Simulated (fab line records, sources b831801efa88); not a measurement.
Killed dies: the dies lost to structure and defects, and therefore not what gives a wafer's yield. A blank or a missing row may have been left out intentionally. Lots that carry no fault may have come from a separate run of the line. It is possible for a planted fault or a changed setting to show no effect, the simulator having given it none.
2 desks looking at one fault | flow gf180mcu | each desk has only its own numbers; what lay behind them comes last

## TOOL OWNER'S DESK, implanter-02
For each lot that ran on this tool, the mean over its sampled wafers that have a number, from the tool's own readings at GF_NSD_IMPLANT_10. Any lot whose mean is over 4 standard deviations away from the usual mean is out of limits and marked OUT; that distance is given in the brackets.
Columns: A = dose-ions-cm2 at GF_NSD_IMPLANT_10, usual 5e+14; B = faraday-current-uA at GF_NSD_IMPLANT_10, usual 2778
lot  | first seen here | A               | B
L423 | day 14 01:08    | 5e+14           | 2812
L424 | day 14 06:15    | 5e+14           | 2745
L433 | day 17 20:07    | 5e+14 (-43) OUT | 2682
L434 | day 17 21:09    | 5e+14 (-42) OUT | 2608
L442 | day 20 17:11    | 5e+14           | 2772
This desk finds L433, L434 out of limits, L433 being first, at day 17 20:07 (dose-ions-cm2 at GF_NSD_IMPLANT_10). Within limits: L423, L424, L442.

## METROLOGY DESK
What the gauges read, lot by lot, whatever tool the lot ran on: means of the sampled wafers that have a number. Any lot whose mean is over 4 standard deviations away from the usual mean is out of limits and marked OUT; that distance is given in the brackets.
Columns: A = LVPWELL_OVL at GF_LVPWELL_OVL_MEAS_07, usual 1.0 nm; B = LVPWELL_RS at GF_VT_IMPLANT_RS_MEAS_48, usual 1197.9 ohm/sq; C = NSD_RS at GF_PSD_RS_MEAS_14, usual 46.12 ohm/sq; D = M1_OVL at GF_M1_OVL_MEAS_15, usual -4 nm
lot  | first seen here | A    | B      | C                | D
L421 | day 3 22:18     | 0.8  | 1202.4 | 46.14            | -3
L422 | day 4 03:24     | 1.3  | 1198.4 | 46.10            | -6
L423 | day 4 07:53     | 1.5  | 1200.2 | 46.15            | -5
L424 | day 4 14:02     | -0.6 | 1199.9 | 45.94            | -5
L433 | day 6 20:07     | 0.2  | 1195.4 | 46.49 (+4.0) OUT | -9
L434 | day 6 22:17     | -0.1 | 1198.3 | 46.40            | 0
L435 | day 7 03:47     | 0.9  | 1201.7 | 46.11            | -5
L437 | day 7 13:53     | 3.1  | 1193.7 | 46.06            | -6
L438 | day 7 19:43     | -0.4 | 1198.5 | 46.02            | -1
L439 | day 8 02:11     | 1.3  | 1195.7 | 46.05            | -9
L440 | day 8 07:05     | 2.4  | 1195.9 | 46.08            | -3
L441 | day 8 13:14     | 0.2  | 1193.9 | 46.23            | -1
L442 | day 8 17:25     | 1.2  | 1201.1 | 46.03            | -5
L443 | day 9 00:44     | 2.5  | 1197.7 | 46.11            | -1
This desk's result: L433 out of limits, first on L433 (NSD_RS at GF_PSD_RS_MEAS_14), day 18 20:44. Within limits: L421, L422, L423, L424, L434, L435, L437, L438, L439, L440, L441, L442, L443.

## TAKEN TOGETHER
The tool owner's desk could have raised an alarm at day 17 20:07, on L433, L434.
Metrology desk: alarm possible at day 18 20:44 on L433.
The metrology desk holds a record of L434, inside its limits.
All the named lots went through GF_NSD_IMPLANT_10 on implanter-02.

## WHAT THE SIMULATOR PUT IN
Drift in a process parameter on implanter-02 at GF_NSD_IMPLANT_10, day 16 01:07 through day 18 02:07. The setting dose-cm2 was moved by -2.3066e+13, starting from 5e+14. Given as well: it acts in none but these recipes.
Struck lots among those shown: L433, L434.
Hours from the fault's start to each desk's first reading out of limits: the tool owner's desk, 43; the metrology desk, 68.
